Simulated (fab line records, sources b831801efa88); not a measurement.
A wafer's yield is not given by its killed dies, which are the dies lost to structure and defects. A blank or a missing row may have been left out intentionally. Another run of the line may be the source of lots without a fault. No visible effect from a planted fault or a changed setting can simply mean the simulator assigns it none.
A struck lot beside a sound one || flow sky130 || 17 steps out of a route of 708
Sound: wafers L406.1, L406.2, L406.6. Struck: wafers L413.1, L413.2, L413.5. The cause is named last.
Per side, at each step with rows, come the tool, then ch with its chambers, and then its first start. Under that, the readings that differ: sound wafers || struck wafers || difference of the means || sigmas: that difference in standard deviations of wafers without a fault.
alike: a reading whose means differ by less than 2 such deviations, as well as words and numbers matching on both sides. not compared: withheld readings; readings where some wafer has no value; bounds like >300 that might hide an equal value; numbers whose values overlap and for which the record gives no deviation.
The two part at a step that has a row with sigmas, a row that says differs or no value, or rows on one side only. Non-overlapping numbers with no deviation appear without sigmas and do not part them. Lack of a reading on every wafer of one side parts them only where that side has two or more wafers.

first, 3 steps without rows for these wafers: SKY_SONOS_ONO_WET_ETCH_18 (etches Si3N4 in H3PO4, target depth 15 nm, time 172 s); SKY_GATE_OXIDE_CLEAN_00 (cleans in SC1/SC2, time 150 s); SKY_GATE_OXIDE_OXIDATION_01 (stabilise 600 s, purge 300 s, target thk 10.268 nm).
SKY_GATE_OXIDE_THK_MEAS_02:
  sound on film metro-03 at day 12 16:26; struck on film metro-04 at day 15 09:55
  alike: GATE_OXIDE_OXIDATION_00_THK
then, 7 steps without rows for these wafers: SKY_GATE_OXIDE_DEHYDRATE_03 (time 60 s); SKY_GATE_OXIDE_HMDS_04 (prime time 60 s); SKY_GATE_OXIDE_COAT_05 (resist thk 1140 nm); SKY_GATE_OXIDE_SOFTBAKE_06 (time 60 s); SKY_GATE_OXIDE_EXPOSE_07 (exposes mask LVOM, target cd 600 nm); SKY_GATE_OXIDE_PEB_08; SKY_GATE_OXIDE_DEVELOP_09 (develop time 60 s).
SKY_GATE_OXIDE_OVL_MEAS_10:
  sound on overlay-02 at day 13 17:14; struck on overlay-02 at day 16 12:52
  alike: GATE_OXIDE_OVL
SKY_GATE_OXIDE_IMPLANT_11:
  sound on implanter-02 ch 0, day 13 17:16; struck on implanter-01, day 16 12:55
  no value came back on the struck wafers for beam energy keV, beam on s (s); on the sound wafers beam energy keV reads 9.9963 9.9934 9.9962
then, 1 step without rows for these wafers: SKY_GATE_OXIDE_WET_ETCH_12 (etches SiO2 in dHF, target depth 16.8 nm, time 336 s).
SKY_GATE_OXIDE_STRIP_13: strips in O2/N2.
  sound on plasma asher-02 ch 0,1, day 13 17:31; struck on plasma asher-01 ch 0,1, day 16 13:10
  alike: drypump motor current A, oes product au, strip time to endpoint s
  not compared: rf hours counter h
SKY_GATE_OXIDE_TW_MEAS_14:
  sound on film metro-03 at day 13 17:37; struck on film metro-03 at day 16 13:16
{"reading": "GATE_OXIDE_TW", "sound": "223.6 222.6 223.2", "struck": "30.0 29.9 29.8", "difference": -193.2, "sigmas": -88}
then, 1 step without rows for these wafers: SKY_GATE_OXIDE_CLEAN_15 (cleans in SC1/SC2, time 150 s).

WHERE THEY PART
Last at SKY_GATE_OXIDE_TW_MEAS_14 as far as this record goes, first at SKY_GATE_OXIDE_IMPLANT_11.

WHY: what had been put in by the simulator
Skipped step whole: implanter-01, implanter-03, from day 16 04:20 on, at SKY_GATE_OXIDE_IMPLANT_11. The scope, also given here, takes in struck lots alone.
